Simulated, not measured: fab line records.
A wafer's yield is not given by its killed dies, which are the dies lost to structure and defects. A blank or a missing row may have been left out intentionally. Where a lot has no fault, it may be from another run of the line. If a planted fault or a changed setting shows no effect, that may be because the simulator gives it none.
Which tool is to blame?	flow sky130	Sampling: 13 lots, 39 wafers, 3 of 708 route steps

WHAT THE GAUGES SHOWED, per wafer
SKY_VIA1_BOW_MEAS_03. Usual: for VIA1_BOW the level is 78 um and the standard deviation is 6.5.
lot	measured	on	VIA1_BOW (um)	flag
L713	day 32 19:29	film_metro-04	85 96 86	
L714	day 33 03:01	film_metro-02	80 77 81	
L715	day 33 06:49	film_metro-01	88 80 74	
L718	day 34 10:18	film_metro-04	87 77 82	
L719	day 35 01:01	film_metro-02	76 79 71	
L720	day 35 04:14	film_metro-02	75 80 67	
L721	day 35 10:22	film_metro-04	73 80 79	
L723	day 36 08:53	film_metro-01	75 75 84	
L724	day 36 11:41	film_metro-02	78 80 77	
L726	day 37 05:04	film_metro-01	75 81 82	
L732	day 38 23:37	film_metro-04	80 79 70	
L734	day 39 10:52	film_metro-02	66 65 74	
L736	day 39 23:13	film_metro-02	71 74 81	

TOOL THAT RAN EACH LOT (tool first, then ch and the chambers of the sampled wafers, then the start)
lot	SKY_LDD_N_IMPLANT_13	SKY_METAL1_SPUTTER_03
L713	implanter-03 ch 0, day 17 18:32	pvd_sputter-03, day 31 15:17
L714	implanter-03 ch 0, day 17 22:15	pvd_sputter-04, day 31 21:53
L715	implanter-01 ch 0, day 18 08:24	pvd_sputter-01, day 32 02:18
L718	implanter-03 ch 0, day 19 14:10	pvd_sputter-01, day 33 05:39
L719	implanter-02 ch 0, day 20 01:13	pvd_sputter-04, day 33 20:34
L720	implanter-01 ch 0, day 20 08:59	pvd_sputter-04, day 33 23:48
L721	implanter-01 ch 0, day 20 16:43	pvd_sputter-03, day 34 06:21
L723	implanter-01 ch 0, day 21 17:52	pvd_sputter-04, day 35 05:06
L724	implanter-01 ch 0, day 21 20:02	pvd_sputter-03, day 35 07:23
L726	implanter-01 ch 0, day 22 17:40	pvd_sputter-01, day 36 01:15
L732	implanter-02 ch 0, day 24 19:04	pvd_sputter-01, day 37 21:10
L734	implanter-01 ch 0, day 25 07:26	pvd_sputter-01, day 38 08:34
L736	implanter-02 ch 0, day 25 23:59	pvd_sputter-03, day 38 21:32
- SKY_LDD_N_IMPLANT_13
- SKY_METAL1_SPUTTER_03: material Ti, target thk 5 nm, time 3.3 s.

AS READ BY THE TOOLS THEMSELVES (means over the sampled wafers that have a number; for cases with no such wafer, the mark the record gives instead)
SKY_LDD_N_IMPLANT_13. Usual: faraday_current_uA 28.1, standard deviation 0.6; rotation_deg 90.002 degrees, standard deviation 0.024.
lot	tool	faraday_current_uA	rotation_deg (degrees)	flag
L713	implanter-03	28.3	90.015	
L714	implanter-03	27.7	90.020	
L715	implanter-01	28.4	90.004	
L718	implanter-03	27.9	90.001	
L719	implanter-02	28.2	90.028	
L720	implanter-01	28.8	90.018	
L721	implanter-01	28.5	90.003	
L723	implanter-01	28.1	219.900	OFF
L724	implanter-01	28.1	219.897	OFF
L726	implanter-01	28.1	219.883	OFF
L732	implanter-02	28.8	89.960	
L734	implanter-01	27.6	89.975	
L736	implanter-02	28.2	90.012	

SKY_METAL1_SPUTTER_03. Usual: throttle_valve_pct at 30.2 %, with a standard deviation of 0.83.
lot	tool	throttle_valve_pct (%)	flag
L713	pvd_sputter-03	30.1	
L714	pvd_sputter-04	30.0	
L715	pvd_sputter-01	29.8	
L718	pvd_sputter-01	30.8	
L719	pvd_sputter-04	30.5	
L720	pvd_sputter-04	30.0	
L721	pvd_sputter-03	30.0	
L723	pvd_sputter-04	30.3	
L724	pvd_sputter-03	30.2	
L726	pvd_sputter-01	30.9	
L732	pvd_sputter-01	29.6	
L734	pvd_sputter-01	31.5	
L736	pvd_sputter-03	29.4	

THE ANSWER, worked out from the rows above alone
Rule: a lot is off if the mean of its wafers that have a number lies more than 3 standard deviations from the usual mean. A lot without any number at a reading at which 4 lots or more have one is off too. Where the step has rows for the other lots, those lots are counted as sound. The gauges are gone through in route order, then the tools' own readings, and for those a lot's mean is taken as printed above. At the first step where some lot is off, the reading lying furthest off is the one used; lots without a number count as furthest.
Off, at SKY_LDD_N_IMPLANT_13 on rotation_deg: L723, L724, L726.
If a tool, at that step or one of the process steps before it, ran each lot that is off and ran no sound lot following the first of them, it fits. No candidate that was tried fits.

WHAT THE SIMULATOR PUT IN
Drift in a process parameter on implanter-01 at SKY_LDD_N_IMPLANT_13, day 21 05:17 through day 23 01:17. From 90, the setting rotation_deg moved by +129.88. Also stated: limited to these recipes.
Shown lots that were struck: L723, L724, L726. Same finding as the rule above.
